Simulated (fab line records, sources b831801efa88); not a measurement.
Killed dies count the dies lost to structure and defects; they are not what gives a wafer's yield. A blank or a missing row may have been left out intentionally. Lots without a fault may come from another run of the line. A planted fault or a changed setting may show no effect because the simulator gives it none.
fab line records	flow sky130
[record] lots = 5	wafers = 15	last-day = 48
route steps=708 shown VIA2@521 METAL3@532 CAPM@537 PAD_OPEN@708
lots that met no fault: from a run of the same line without faults
start-h: hours from the record's opening day to when the first of the lot's shown wafers began	wait-h: hours since the lot's step before	" repeats the value in the row above	L1.1+2: a row that stands for several wafers	- value missing, or start not given	* or withheld: withheld	< > ~ a bound
route shown NAME@n: names a module that has steps shown in the file, with the first one's number in the route	usual: mean and standard deviation over wafers with no fault	same: alike in all rows	chamber/n: place in a boat	sites: readings site by site	_std_site: standard deviation across them	_edge_site: inner sites' mean taken away from outer sites' mean	radius-mm: for every site, how far away it sits from the centre of the wafer	mask NAME#n: copy n	behind: the last tool/chamber to shape the wafer	hold: the reason the lot was held/the length of the hold in hours/how it ended	device: the n, p or np transistor that did not switch	end of line: the route-end tests of the same wafers	step lacking rows: just its recipe	killed: the dies lost at the first sort to structure and to defects; this is not the yield of the wafer	map: a wafer's dies, x killed, . not, _ none there
set.NAME: the setting that was run; set.NAME@STEP: the one run at that earlier step	model.NAME: the simulator's own value behind a step, which no gauge read
a table for each step, a row for each wafer; lots at some steps of the route
services: from which hour (start-h, from the record's first day; less than 0 if before it) a tool's chamber was out of use, for how many hours, and why
[[steps]]
[step SKY_VIA2_ETCH_14]
[recipe] chemistry = N2/H2	target = BARC	ion-energy-ev = 200	source-w = 500	bias-w = 100	pressure-mtorr = 30	n2-flow-sccm = 100	h2-flow-sccm = 200	stop-on = SiO2	time-s = 45.9	target-depth-a = 600
[step SKY_VIA2_ETCH_15]
[recipe] target = SiO2	chemistry = C4F8/O2/Ar	target-depth-nm = 546	stop-on = TiN	mask-material = KrF-thick	source-w = 1500	bias-w = 1200	pressure-mtorr = 40	c4f8-flow-sccm = withheld	O2_flow_sccm = 6	Ar_flow_sccm = 300	time-s = 84
[step SKY_VIA2_STRIP_16]
[recipe] chemistry = O2/N2	power-w = 1400	pressure-mtorr = 1500	platen-temp-c = withheld	o2-flow-sccm = 3000	n2-flow-sccm = 300	overash-fraction = 0.5
[usual] drypump-motor-current-A = 5.60/0.27	oes-product-au = 0.399/0.0049	strip-time-to-endpoint-s = 4.06/0.032
lot.wafer	tool	chamber	start-h	wait-h	drypump-motor-current-A	oes-product-au	rf-hours-counter-h	strip-time-to-endpoint-s
L178.1	plasma-asher-03	0	864.63	0.0	5.13	0.401	111	4.06
L178.4	"	1	"	"	5.86	0.399	-	4.11
L178.5	"	0	"	"	5.15	0.407	-	4.08
L179.1	plasma-asher-01	0	876.15	0.0	5.55	0.397	69	4.05
L179.2	"	1	"	"	5.71	0.391	69	4.06
L179.4	"	0	"	"	5.56	0.395	-	3.99
L182.2	plasma-asher-04	0	897.17	0.0	5.42	0.397	14	4.07
L182.3	"	1	"	"	5.93	0.387	-	4.04
L182.5	"	0	"	"	5.42	0.396	-	4.11
L185.1	plasma-asher-04	0	910.10	0.0	5.40	0.394	16	4.05
L185.3	"	0	"	"	5.38	0.399	-	4.02
L185.4	"	1	"	"	5.90	0.397	-	3.98
L193.1	plasma-asher-03	1	958.30	0.0	5.87	0.389	120	4.03
L193.4	"	1	"	"	5.87	0.402	-	4.08
L193.6	"	1	"	"	5.89	0.394	-	4.06
[step SKY_VIA2_STRIP_17]
[recipe] chemistry = post-etch-residue-remover	time-s = 1200	temp-c = 72.5
[step SKY_VIA2_CLEAN_18]
[recipe] chemistry = IPA	time-s = 180	temp-c = 25
[step SKY_VIA2_CLEAN_19]
[recipe] chemistry = O3/DIW	dry = n2-spin
[step SKY_VIA2_SPUTTER_20]
[recipe] material = TiN	target-thk-nm = 20	chamber-pressure-pa = 5	power-w = 4000	time-s = 80
[step SKY_VIA2_CVD_21]
[recipe] material = W	target-thk-nm = 420	time-s = 126.4	temp-c = 400	pressure-torr = 40
[step SKY_VIA2_RS_MEAS_22]
[recipe] thk-meas-gauge = four-point-probe	reads = W_of_VIA2_CVD_21+TiN_of_VIA2_SPUTTER_20
[usual] VIA2_W_RS = 0.274/0.0033
lot.wafer	tool	chamber	start-h	wait-h	VIA2_W_RS[ohm/sq]
L178.1	film-metro-01	-	865.41	0.1	0.278
L178.4	"	-	"	"	0.275
L178.5	"	-	"	"	0.280
L179.1	film-metro-03	-	876.95	0.1	0.278
L179.2	"	-	"	"	0.280
L179.4	"	-	"	"	0.278
L182.2	film-metro-02	-	898.11	0.2	0.273
L182.3	"	-	"	"	0.271
L182.5	"	-	"	"	0.274
L185.1	film-metro-02	-	911.23	0.2	0.275
L185.3	"	-	"	"	0.279
L185.4	"	-	"	"	0.278
L193.1	film-metro-01	-	959.08	0.1	0.277
L193.4	"	-	"	"	0.277
L193.6	"	-	"	"	0.273
[step SKY_VIA2_THK_MEAS_23]
[recipe] thk-meas-gauge = xrf	reads = W_of_VIA2_CVD_21
[usual] VIA2_W_THK = 432/7.9
lot.wafer	tool	chamber	start-h	wait-h	VIA2_W_THK[nm]
L178.1	film-metro-01	-	865.53	0.1	430
L178.4	"	-	"	"	434
L178.5	"	-	"	"	423
L179.1	film-metro-03	-	877.07	0.1	412
L179.2	"	-	"	"	413
L179.4	"	-	"	"	417
L182.2	film-metro-02	-	898.22	0.1	435
L182.3	"	-	"	"	438
L182.5	"	-	"	"	430
L185.1	film-metro-02	-	911.35	0.1	430
L185.3	"	-	"	"	426
L185.4	"	-	"	"	425
L193.1	film-metro-01	-	959.20	0.1	428
L193.4	"	-	"	"	430
L193.6	"	-	"	"	432
[step SKY_VIA2_CMP_24]
[recipe] stop-on = SiO2	t-overpolish-s = 20	down-force-psi = 3.5	platen-rpm = 60	target-thk-nm = 0	pad-velocity-m-s = 0.94248
[usual] motor-current-A = 10.9/1.1	overpolish-run-s = 20.001/0.0092	time-to-endpoint-s = 100/5.3
[same] t-overpolish-s = 20
lot.wafer	tool	chamber	start-h	wait-h	motor-current-A	overpolish-run-s	time-to-endpoint-s
L178.4	cmp-02	1	865.64	0.1	10.6	19.982	92
L178.1	"	2	"	"	13.2	20.021	94
L178.5	"	1	"	"	11.2	20.017	94
L179.4	cmp-01	2	877.13	0.0	10.4	19.993	97
L179.2	"	3	"	"	10.3	20.000	93
L179.1	"	1	"	"	10.7	20.020	113
L182.2	cmp-02	3	898.27	0.0	12.3	20.005	98
L182.3	"	2	"	"	13.1	20.004	94
L182.5	"	0	"	"	11.0	20.004	101
L185.1	cmp-02	2	911.45	0.1	12.7	20.009	98
L185.3	"	0	"	"	10.7	19.989	110
L185.4	"	1	"	"	11.1	20.013	95
L193.4	cmp-02	0	959.26	0.0	10.6	20.004	107
L193.1	"	2	"	"	13.2	20.005	95
L193.6	"	0	"	"	10.3	20.013	106
[step SKY_METAL3_SPUTTER_00]
[recipe] material = Ti	target-thk-nm = 15	power-w = 3000	time-s = 10	chamber-pressure-pa = 0.4
[step SKY_METAL3_SPUTTER_01]
[recipe] material = TiN	target-thk-nm = 20	power-w = 6500	time-s = 16.7	chamber-pressure-pa = 0.4
[usual] cathode-dc-power-W = 6500.0/1.1	throttle-valve-pct = 30.1/1.2
lot.wafer	tool	chamber	start-h	wait-h	cathode-dc-power-W	throttle-valve-pct
L178.1	pvd-sputter-03	-	865.92	0.0	6500.0	30.6
L178.4	"	-	"	"	6500.3	30.7
L178.5	"	-	"	"	6501.6	29.1
L179.1	pvd-sputter-01	-	877.46	0.0	6499.4	30.5
L179.2	"	-	"	"	6499.3	29.4
L179.4	"	-	"	"	6499.9	29.6
L182.2	pvd-sputter-02	-	898.59	0.0	6500.3	29.5
L182.3	"	-	"	"	6500.4	32.1
L182.5	"	-	"	"	6498.3	32.9
L185.1	pvd-sputter-03	-	911.78	0.0	6499.7	27.8
L185.3	"	-	"	"	6499.7	30.2
L185.4	"	-	"	"	6500.1	30.5
L193.1	pvd-sputter-03	-	959.59	0.0	6502.7	30.0
L193.4	"	-	"	"	6498.5	28.1
L193.6	"	-	"	"	6501.3	30.4
[step SKY_METAL3_SPUTTER_02]
[recipe] material = AlCu	target-thk-nm = 735	power-w = 10600	time-s = 39.1	chamber-pressure-pa = 0.4
[step SKY_METAL3_SPUTTER_03]
[recipe] material = Ti	target-thk-nm = 5	power-w = 3000	time-s = 3.3	chamber-pressure-pa = 0.4
[usual] cathode-dc-power-W = 3000.0/0.57	throttle-valve-pct = 30.0/1.2
lot.wafer	tool	chamber	start-h	wait-h	cathode-dc-power-W	throttle-valve-pct
L178.1	pvd-sputter-03	-	865.98	0.0	2999.2	30.6
L178.4	"	-	"	"	2999.8	30.1
L178.5	"	-	"	"	3000.3	29.3
L179.1	pvd-sputter-01	-	877.52	0.0	3000.0	30.4
L179.2	"	-	"	"	3000.3	29.5
L179.4	"	-	"	"	3000.3	29.4
L182.2	pvd-sputter-02	-	898.65	0.0	3000.2	29.6
L182.3	"	-	"	"	2999.6	32.0
L182.5	"	-	"	"	3000.7	33.2
L185.1	pvd-sputter-03	-	911.84	0.0	2998.7	28.0
L185.3	"	-	"	"	3000.3	30.4
L185.4	"	-	"	"	3000.3	30.1
L193.1	pvd-sputter-03	-	959.65	0.0	3001.0	30.4
L193.4	"	-	"	"	3000.8	28.1
L193.6	"	-	"	"	2999.7	30.4
[step SKY_METAL3_SPUTTER_04]
[recipe] material = TiN	target-thk-nm = 70	power-w = 6500	time-s = 58.3	chamber-pressure-pa = 0.4
[usual] cathode-dc-power-W = 6500.0/1.2	throttle-valve-pct = 30.0/1.2
lot.wafer	tool	chamber	start-h	wait-h	cathode-dc-power-W	throttle-valve-pct
L178.1	pvd-sputter-03	-	866.00	0.0	6501.4	30.3
L178.4	"	-	"	"	6498.9	30.2
L178.5	"	-	"	"	6501.6	29.2
L179.1	pvd-sputter-01	-	877.54	0.0	6498.3	30.4
L179.2	"	-	"	"	6500.6	29.6
L179.4	"	-	"	"	6498.7	29.3
L182.2	pvd-sputter-02	-	898.67	0.0	6499.5	29.3
L182.3	"	-	"	"	6501.1	32.2
L182.5	"	-	"	"	6498.5	33.1
L185.1	pvd-sputter-03	-	911.86	0.0	6498.3	28.1
L185.3	"	-	"	"	6499.8	30.6
L185.4	"	-	"	"	6500.2	30.3
L193.1	pvd-sputter-03	-	959.67	0.0	6500.8	30.4
L193.4	"	-	"	"	6498.7	27.8
L193.6	"	-	"	"	6502.3	30.3
[step SKY_CAPM_CVD_00]
[recipe] material = SiO2	target-thk-nm = 15.5	temp-c = 400	time-s = withheld	rf-w = 450
[step SKY_CAPM_THK_MEAS_01]
[recipe] reads = SiO2_of_CAPM_CVD_00
[usual] CAPM_CVD_00_THK = 15.41/0.23
lot.wafer	tool	chamber	start-h	wait-h	CAPM_CVD_00_THK[nm]
L178.1	film-metro-03	-	866.07	-	14.99
L178.4	"	-	"	"	15.71
L178.5	"	-	"	"	15.50
L179.1	film-metro-01	-	877.61	-	15.33
L179.2	"	-	"	"	15.46
L179.4	"	-	"	"	15.44
L182.2	film-metro-03	-	898.76	-	15.37
L182.3	"	-	"	"	15.61
L182.5	"	-	"	"	15.46
L185.1	film-metro-04	-	911.93	-	15.33
L185.3	"	-	"	"	15.57
L185.4	"	-	"	"	15.42
L193.1	film-metro-01	-	959.74	-	15.19
L193.4	"	-	"	"	15.32
L193.6	"	-	"	"	15.21
[step SKY_CAPM_SPUTTER_02]
[recipe] material = TiN	target-thk-nm = 200	temp-c = 300	power-w = 6500	time-s = 166.7	chamber-pressure-pa = 0.4
[step SKY_CAPM_RS_MEAS_03]
[recipe] thk-meas-gauge = four-point-probe	reads = TiN_of_CAPM_SPUTTER_02
[usual] CAPM_TIN_RS = 6.97/0.08
lot.wafer	tool	chamber	start-h	wait-h	CAPM_TIN_RS[ohm/sq]
L178.1	film-metro-01	-	866.24	0.1	7.03
L178.4	"	-	"	"	6.93
L178.5	"	-	"	"	7.03
L179.1	film-metro-04	-	877.78	0.1	6.92
L179.2	"	-	"	"	6.93
L179.4	"	-	"	"	6.84
L182.2	film-metro-04	-	898.94	0.1	7.02
L182.3	"	-	"	"	6.87
L182.5	"	-	"	"	6.83
L185.1	film-metro-04	-	912.10	0.1	7.00
L185.3	"	-	"	"	6.99
L185.4	"	-	"	"	7.01
L193.1	film-metro-01	-	959.91	0.1	6.86
L193.4	"	-	"	"	6.90
L193.6	"	-	"	"	6.79
[step SKY_CAPM_THK_MEAS_04]
[recipe] thk-meas-gauge = xrf	reads = TiN_of_CAPM_SPUTTER_02
[usual] CAPM_TIN_THK = 198.7/2.3
lot.wafer	tool	chamber	start-h	wait-h	CAPM_TIN_THK[nm]
L178.1	film-metro-01	-	866.36	0.1	196.5
L178.4	"	-	"	"	198.4
L178.5	"	-	"	"	197.2
L179.1	film-metro-04	-	877.90	0.1	200.9
L179.2	"	-	"	"	199.7
L179.4	"	-	"	"	202.7
L182.2	film-metro-04	-	899.05	0.1	195.7
L182.3	"	-	"	"	200.0
L182.5	"	-	"	"	202.3
L185.1	film-metro-04	-	912.22	0.1	197.9
L185.3	"	-	"	"	198.4
L185.4	"	-	"	"	198.8
L193.1	film-metro-01	-	960.03	0.1	201.3
L193.4	"	-	"	"	198.6
L193.6	"	-	"	"	202.6
[step SKY_CAPM_DEHYDRATE_05]
[recipe] temp-c = 200	time-s = 60
[step SKY_CAPM_HMDS_06]
[recipe] prime-time-s = 60	prime-temp-c = 120
[step SKY_CAPM_COAT_07]
[recipe] resist = NOVOLAK	spin-rpm = 3000	resist-thk-nm = 1140
[step SKY_CAPM_SOFTBAKE_08]
[recipe] temp-c = 90	time-s = 60	resist = NOVOLAK
[step SKY_CAPM_EXPOSE_09]
[recipe] mask-id = CAPM	na = 0.6	source-shape = conventional	sigma-outer = 0.6	polarization = unpolarized	target-cd-nm = 1000	dose-mj = 159
[step SKY_CAPM_PEB_10]
[recipe] temp-c = withheld	time-s = *	resist = NOVOLAK
[step SKY_CAPM_DEVELOP_11]
[recipe] resist = NOVOLAK	developer = TMAH	develop-time-s = 60	dev-temp-c = 23
[step SKY_CAPM_OVL_MEAS_12]
[usual] CAPM_OVL = -0.8/1.5
lot.wafer	tool	chamber	start-h	wait-h	CAPM_OVL[nm]
L178.1	overlay-02	-	890.82	0.1	-1.5
L178.4	"	-	"	"	0.4
L178.5	"	-	"	"	-0.7
L179.1	overlay-01	-	902.96	0.1	-0.1
L179.2	"	-	"	"	-1.2
L179.4	"	-	"	"	-1.8
L182.2	overlay-02	-	923.48	0.1	0.4
L182.3	"	-	"	"	-0.5
L182.5	"	-	"	"	-1.2
L185.1	overlay-01	-	936.97	0.1	-0.9
L185.3	"	-	"	"	-0.5
L185.4	"	-	"	"	-1.1
L193.1	overlay-02	-	984.01	0.1	-1.3
L193.4	"	-	"	"	-2.8
L193.6	"	-	"	"	-2.5
[step SKY_CAPM_METAL_ETCH_13]
[recipe] target-depth-nm = 220	stop-on = SiO2	chemistry = Cl2/BCl3	target = TiN	pressure-mtorr = 10	icp-w = 900	bias-w = 48.5	Cl2_flow_sccm = 60	bcl3-flow-sccm = 30	time-s = 62.9
[step SKY_CAPM_STRIP_14]
[recipe] chemistry = O2/N2	power-w = 1400	pressure-mtorr = 1500	platen-temp-c = withheld	o2-flow-sccm = 3000	n2-flow-sccm = 300	overash-fraction = 0.5
[usual] drypump-motor-current-A = 5.6/0.32	oes-product-au = 0.710/0.0046	strip-time-to-endpoint-s = 12.64/0.053
lot.wafer	tool	chamber	start-h	wait-h	drypump-motor-current-A	oes-product-au	rf-hours-counter-h	strip-time-to-endpoint-s
L178.1	plasma-asher-03	1	890.93	0.1	5.9	0.705	113	12.69
L178.4	"	1	"	"	5.8	0.711	-	12.68
L178.5	"	0	"	"	5.1	0.712	-	12.64
L179.1	plasma-asher-04	0	903.15	0.1	5.4	0.713	15	12.75
L179.2	"	1	"	"	5.9	0.713	15	12.77
L179.4	"	1	"	"	5.9	0.704	-	12.76
L182.2	plasma-asher-04	0	923.58	0.1	5.4	0.703	17	12.62
L182.3	"	0	"	"	5.4	0.710	-	12.70
L182.5	"	1	"	"	5.9	0.708	-	12.78
L185.1	plasma-asher-03	0	937.16	0.1	5.1	0.715	118	12.60
L185.3	"	0	"	"	5.1	0.714	-	12.59
L185.4	"	1	"	"	5.9	0.697	-	12.60
L193.1	plasma-asher-03	1	984.12	0.1	5.9	0.709	122	12.63
L193.4	"	0	"	"	5.1	0.715	-	12.66
L193.6	"	0	"	"	5.1	0.713	-	12.61
[step SKY_CAPM_STRIP_15]
[recipe] chemistry = post-etch-residue-remover	time-s = 1200	temp-c = 72.5
[step SKY_CAPM_CLEAN_16]
[recipe] chemistry = IPA	time-s = 180	temp-c = 25
[step SKY_CAPM_CLEAN_17]
[recipe] chemistry = O3/DIW	dry = n2-spin
[step SKY_METAL3_DEHYDRATE_05]
[recipe] temp-c = 200	time-s = 60
[step SKY_METAL3_HMDS_06]
[recipe] prime-time-s = 60	prime-temp-c = 120
[step SKY_METAL3_COAT_07]
[recipe] resist = BARC	temp-c = withheld	time-s = withheld	spin-rpm = 3000	resist-thk-nm = 60
[step SKY_METAL3_COAT_08]
[recipe] resist = KrF-thick	spin-rpm = 3000	resist-thk-nm = 1140
[step SKY_METAL3_SOFTBAKE_09]
[recipe] temp-c = 100	time-s = 90	resist = KrF-thick
[step SKY_METAL3_EXPOSE_10]
[recipe] mask-id = MM3	na = 0.68	source-shape = annular	sigma-inner = 0.4	sigma-outer = 0.8	target-cd-nm = 300	dose-mj = 28
[step SKY_METAL3_PEB_11]
[recipe] peb-temp-c = withheld	peb-time-s = withheld	resist = KrF-thick
[step SKY_METAL3_DEVELOP_12]
[recipe] develop-time-s = 60	resist = KrF-thick	dev-temp-c = 21
[step SKY_PAD_OPEN_PROBE_99]
[usual] defect-limited-yield = 82.5/1.7	killed_at_M0_to_M3 = 43/6.1	killed_at_M4_up = 3.5/2	killed-at-contacts = 25/5.1	killed-at-front-end = 14/4.2	killed-at-other = 0.3/0.55	killed-dies = 86/8.3	killed-open = 46/7.2	killed-short = 39/6	sort_bin_3_pad_short = 0.9/0.42	sort_bin_5_function = 10.3/1.4	sort_bin_6_memory = 6.3/1.1	sort-n-pass = 406/8.3	sort-yield-pct = 82.5/1.7
[same] gross-dies = 492	killed-at-back-side = 0	sort_bin_4_leakage[%] = 0	sort_bin_8_speed[%] = 0
lot.wafer	tool	chamber	start-h	wait-h	defect-limited-yield[%]	killed_at_M0_to_M3	killed_at_M4_up	killed-at-contacts	killed-at-front-end	killed-at-other	killed-dies	killed-open	killed-short	sort_bin_3_pad_short[%]	sort_bin_5_function[%]	sort_bin_6_memory[%]	sort-n-pass	sort-yield-pct[%]	model.etest.tester.sort-n-pass	model.etest.tester.sort-yield-pct	model.etest.tester.sort_bin_5_pct	model.etest.tester.sort_bin_3_pct
L178.1	prober-02	-	1087.40	0.1	82.1	35	4	33	16	0	88	45	43	1.0	9.1	7.7	404	82.1	404	82.11	9.146	1.016
L178.4	prober-02	-	1087.55	0.2	82.5	46	6	16	18	0	86	38	48	1.0	9.3	7.1	406	82.5	406	82.52	9.35	1.016
L178.5	prober-02	-	1087.60	0.2	83.7	38	4	27	10	1	80	34	44	1.8	7.9	6.5	412	83.7	412	83.74	7.927	1.829
L179.1	prober-02	-	1098.92	0.1	81.7	44	4	26	16	0	90	39	51	1.4	10.8	6.1	402	81.7	402	81.71	10.77	1.423
L179.2	prober-02	-	1098.97	0.1	83.7	35	3	28	14	0	80	34	46	1.4	11.6	3.3	412	83.7	412	83.74	11.59	1.423
L179.4	prober-02	-	1099.07	0.2	79.7	49	2	32	17	0	100	48	52	1.0	8.9	10.4	392	79.7	392	79.67	8.943	1.016
L182.2	prober-01	-	1115.38	0.1	83.1	45	7	15	14	2	83	43	38	1.0	8.9	6.9	409	83.1	409	83.13	8.943	1.016
L182.3	prober-01	-	1115.43	0.2	82.9	38	4	24	17	1	84	43	39	1.8	9.8	5.5	408	82.9	408	82.93	9.756	1.829
L182.5	prober-01	-	1115.53	0.2	81.9	42	5	25	17	0	89	47	41	1.2	8.9	7.9	403	81.9	403	81.91	8.943	1.22
L185.1	prober-02	-	1126.76	0.1	83.9	40	5	22	12	0	79	34	45	0.8	11.0	4.3	413	83.9	413	83.94	10.98	0.813
L185.3	prober-02	-	1126.86	0.2	82.7	48	2	29	6	0	85	56	28	0.6	11.0	5.7	407	82.7	407	82.72	10.98	0.6098
L185.4	prober-02	-	1126.91	0.2	83.5	42	3	26	9	1	81	46	35	1.2	8.3	6.9	411	83.5	411	83.54	8.333	1.22
L193.1	prober-02	-	1162.79	0.1	81.9	36	5	37	11	0	89	49	40	0.8	10.6	6.7	403	81.9	403	81.91	10.57	0.813
L193.4	prober-02	-	1162.94	0.2	76.8	82	2	21	9	0	114	46	28	1.8	15.4	5.9	378	76.8	378	76.83	15.45	1.829
L193.6	prober-02	-	1163.04	0.2	80.1	51	2	27	17	1	98	62	36	1.2	10.8	7.9	394	80.1	394	80.08	10.77	1.22
// killed by level:class
L178.1 CONTACT:geometric-particle:open=14 LI_CONTACT:geometric-particle:open=5 VIA2:geometric-particle:open=5 CONTACT:geometric-particle:short=5 METAL1:geometric-particle:short=5 POLY_GATE:geometric-particle:short=4 POLY_GATE:geometric-particle:open=4 LI_CONTACT:geometric-particle:short=4
L178.4 FIELD_ISO:geometric-particle:short=10 VIA1:geometric-particle:open=9 METAL2:geometric-particle:short=8 VIA2:geometric-particle:open=8 CONTACT:geometric-particle:open=7 METAL1:geometric-particle:short=5 VIA1:geometric-particle:short=5 METAL4:geometric-particle:short=5
L178.5 CONTACT:geometric-particle:open=9 VIA1:geometric-particle:open=8 METAL1:geometric-particle:short=6 LI_CONTACT:geometric-particle:open=6 CONTACT:geometric-particle:short=6 METAL2:geometric-particle:short=5 METAL3:geometric-particle:short=5 VIA1:geometric-particle:short=5
L179.1 VIA1:geometric-particle:open=12 CONTACT:geometric-particle:open=7 METAL1:geometric-particle:short=7 FIELD_ISO:geometric-particle:short=6 METAL2:geometric-particle:short=6 CONTACT:geometric-particle:short=5 LI_CONTACT:geometric-particle:open=5 LOCAL_INTERCONNECT:geometric-particle:short=5
L179.2 VIA3:geometric-particle:open=9 LI_CONTACT:geometric-particle:open=7 CONTACT:geometric-particle:short=7 CONTACT:geometric-particle:open=5 METAL1:geometric-particle:short=5 VIA3:geometric-particle:short=5 LI_CONTACT:geometric-particle:short=4 POLY_GATE:geometric-particle:short=4
L179.4 CONTACT:geometric-particle:open=10 VIA3:geometric-particle:open=10 CONTACT:geometric-particle:short=7 METAL1:geometric-particle:short=7 FIELD_ISO:geometric-particle:open=6 VIA2:geometric-particle:open=6 METAL3:geometric-particle:short=6 FIELD_ISO:geometric-particle:short=5
L182.2 VIA1:geometric-particle:open=14 METAL2:geometric-particle:short=10 LI_CONTACT:geometric-particle:open=5 VIA2:geometric-particle:open=5 FIELD_ISO:geometric-particle:short=4 FIELD_ISO:geometric-particle:open=4 METAL4:geometric-particle:short=4 CONTACT:geometric-particle:short=4
L182.3 VIA3:geometric-particle:open=9 LI_CONTACT:geometric-particle:open=8 VIA1:geometric-particle:open=7 CONTACT:geometric-particle:open=7 CONTACT:geometric-particle:short=5 VIA3:geometric-particle:short=5 METAL2:geometric-particle:short=5 METAL4:geometric-particle:short=4
L182.5 VIA1:geometric-particle:open=13 METAL1:geometric-particle:short=8 POLY_GATE:geometric-particle:open=7 METAL2:geometric-particle:short=7 LI_CONTACT:geometric-particle:open=6 CONTACT:geometric-particle:open=6 CONTACT:geometric-particle:short=5 METAL4:geometric-particle:short=5
L185.1 VIA1:geometric-particle:open=12 METAL1:geometric-particle:short=10 CONTACT:geometric-particle:open=8 CONTACT:geometric-particle:short=7 VIA1:geometric-particle:short=5 FIELD_ISO:geometric-particle:short=4 LI_CONTACT:geometric-particle:open=3 VIA2:geometric-particle:open=3
L185.3 CONTACT:geometric-particle:open=14 VIA1:geometric-particle:open=14 LI_CONTACT:geometric-particle:open=8 VIA2:geometric-particle:open=7 METAL1:geometric-particle:short=5 VIA3:geometric-particle:open=4 METAL2:geometric-particle:short=4 VIA1:geometric-particle:short=3
L185.4 VIA1:geometric-particle:open=15 CONTACT:geometric-particle:short=7 CONTACT:geometric-particle:open=6 LOCAL_INTERCONNECT:geometric-particle:short=5 VIA2:geometric-particle:open=5 LI_CONTACT:geometric-particle:open=4 VIA3:geometric-particle:open=4 METAL2:geometric-particle:short=3
L193.1 CONTACT:geometric-particle:open=11 VIA1:geometric-particle:open=9 LOCAL_INTERCONNECT:geometric-particle:short=8 CONTACT:geometric-particle:short=8 VIA3:geometric-particle:open=8 LI_CONTACT:geometric-particle:open=6 METAL2:geometric-particle:short=6 VIA2:geometric-particle:open=5
L193.4 METAL3:unspecified=40 VIA1:geometric-particle:open=11 LI_CONTACT:geometric-particle:open=10 VIA3:geometric-particle:open=7 VIA2:geometric-particle:short=4 CONTACT:geometric-particle:open=4 METAL1:geometric-particle:short=4 VIA2:geometric-particle:open=4
L193.6 LI_CONTACT:geometric-particle:open=14 VIA3:geometric-particle:open=10 CONTACT:geometric-particle:open=7 METAL2:geometric-particle:short=7 VIA2:geometric-particle:open=7 POLY_GATE:geometric-particle:open=6 VIA1:geometric-particle:open=6 METAL3:geometric-particle:short=6
// map L193.4 (x killed, . not)
__________xxxxx....._________
________xxxxxxxx.x...x_______
______x.xxxxxxx.xx......_____
_____..x.xxxxxxx..xxx.xx.____
____x..xx.xxxxxxx.........___
___...x...x..x.x........x..__
__....x..x.........x........_
_.......x....x.........x.....
_........x..........x......x.
_.............x.....x...xx...
_.....x.....x..x.............
_.......................xxx..
_xx..x.x...........x.........
_..............xx......x.....
_x....x..x.......x.x.x.x.....
__x..x.....x.....x.xx.x..x.x_
___....x...........xx.x....__
____.......x..x........x..___
_____......x....x....x...____
______x....x.......x...x_____
________x....x....x..._______
__________......x..._________
// map L178.1 (x killed, . not)
__________.........._________
________..x.x..x......_______
______.........x....x..._____
_____.....x........x.xx..____
____..................x.x.___
___.x........xx...x.....xx.__
__x........x.xx...x...x....x_
_xx.................xxx......
_..x.............x....x......
_x..........................x
_............x..............x
_...x..xx..x..x..............
_..x.x.x.....x.x.............
_...........x.....x.......x..
_x.x..........x......x.....x.
__..x....x.x.xxx............_
___.......x..xxx...x.......__
____....x....x....xx.x....___
_____.......xxx.........x____
______..x...x...x..xx.x._____
________x.xx..x.x....._______
__________.x.....xx._________
[[services]]
tool	chamber	start-h	hours	kind
pvd-sputter-01	1	843.57	-	consumable-replace:kit
pvd-sputter-01	1	843.57	18.0	scheduled-down
pvd-sputter-01	1	843.57	18.0	vent-cycle
cmp-02	-	860.20	5.3	repair
pvd-sputter-03	-	865.21	0.6	repair
plasma-asher-03	-	877.54	2.7	repair
pvd-sputter-01	-	887.20	4.6	repair
pvd-sputter-03	0	891.77	-	consumable-replace:kit
pvd-sputter-03	0	891.77	18.0	scheduled-down
pvd-sputter-03	0	891.77	18.0	vent-cycle
cmp-02	-	912.21	4.0	pm
cmp-02	-	916.21	-	consumable-replace:conditioner
cmp-02	-	916.21	-	consumable-replace:pad
cmp-02	-	917.57	1.1	repair
cmp-01	-	929.97	1.1	repair
pvd-sputter-03	-	939.12	3.3	repair
pvd-sputter-01	-	978.97	3.1	repair
pvd-sputter-02	-	981.83	1.2	repair
cmp-01	-	981.85	2.8	repair
[[key]]
[first-sign] step = SKY_PAD_OPEN_PROBE_99	reading = killed_at_M0_to_M3	direction = up	sigmas = 6.3	usual = 43	struck = 82
[effect] step = SKY_PAD_OPEN_PROBE_99	reading = sort_bin_5_function	direction = up	sigmas = 3.8	usual = 10.3	struck = 15.4
[model-effect] step = SKY_PAD_OPEN_PROBE_99	value = etest.tester.sort-n-pass	without = 413	struck = 378
met-at SKY_METAL3_SPUTTER_01
struck-wafers L193.4
onset-between 911.78 959.59
[fault] kind = chamber-particle-source	tool = pvd-sputter-03	chamber = -	onset-h = 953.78	steps = SKY_METAL3_SPUTTER_01	rate-per-visit-cm2 = 0.56919	end-h = 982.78	scope = struck-wafers-only
